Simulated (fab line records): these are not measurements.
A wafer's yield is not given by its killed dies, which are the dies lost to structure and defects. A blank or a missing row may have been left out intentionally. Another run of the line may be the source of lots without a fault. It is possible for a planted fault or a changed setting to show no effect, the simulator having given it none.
Matching of chambers :: flow gf180mcu :: cmp-01 running GF_V5_CMP_26: 4 sister chambers
The step polishes, stops on SiO2, t overpolish 15 s, target thk 0 nm. 4 wafers are shown with their chamber, then 7 later ones without.

WAFERS WITH THEIR CHAMBER
wafer: L907.1
chamber: 3
motor current A (A): 12.3

wafer: L907.6
chamber: 1
motor current A (A): 10.4

wafer: L910.2
chamber: 2
motor current A (A): 9.9

wafer: L910.4
chamber: 0
motor current A (A): 10.5

WAFERS WHOSE CHAMBER IS MISSING
wafer: L910.5
motor current A (A): 10.5

wafer: L915.1
motor current A (A): 10.1

wafer: L915.5
motor current A (A): 9.6

wafer: L915.6
motor current A (A): 10.2

wafer: L916.4
motor current A (A): 10.3

wafer: L916.5
motor current A (A): 10.3

wafer: L916.6
motor current A (A): 10.7

THE CHAMBER EACH PASSED THROUGH
wafer: L910.5
from the rows above: can't be placed: 0 or 1
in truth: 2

wafer: L915.1
from the rows above: can't be placed: 2 or 1 or 0
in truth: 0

wafer: L915.5
from the rows above: 2
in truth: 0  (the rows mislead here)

wafer: L915.6
from the rows above: can't be placed: 1 or 2 or 0
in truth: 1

wafer: L916.4
from the rows above: can't be placed: 1 or 0 or 2
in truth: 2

wafer: L916.5
from the rows above: can't be placed: 1 or 0 or 2
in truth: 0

wafer: L916.6
from the rows above: can't be placed: 0 or 1
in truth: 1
Correctly placed: 0 of 7. Cannot be placed on the basis of these rows: 6; the candidates contain the true chamber in 5. 1 placed wrongly.
How it was worked out, from the rows above alone: a wafer's distance from a chamber is the root of the sum, over the readings, of the square of ((its reading less the chamber's mean) divided by the reading's scatter). If the next closest chamber is less than 2 further off than the closest, the wafer can't be placed; otherwise it belongs to the closest. Each chamber's mean is taken over the wafers shown for it. The scatter: root of mean squared gap, hidden wafer to nearest shown wafer, with one shown wafer a chamber.
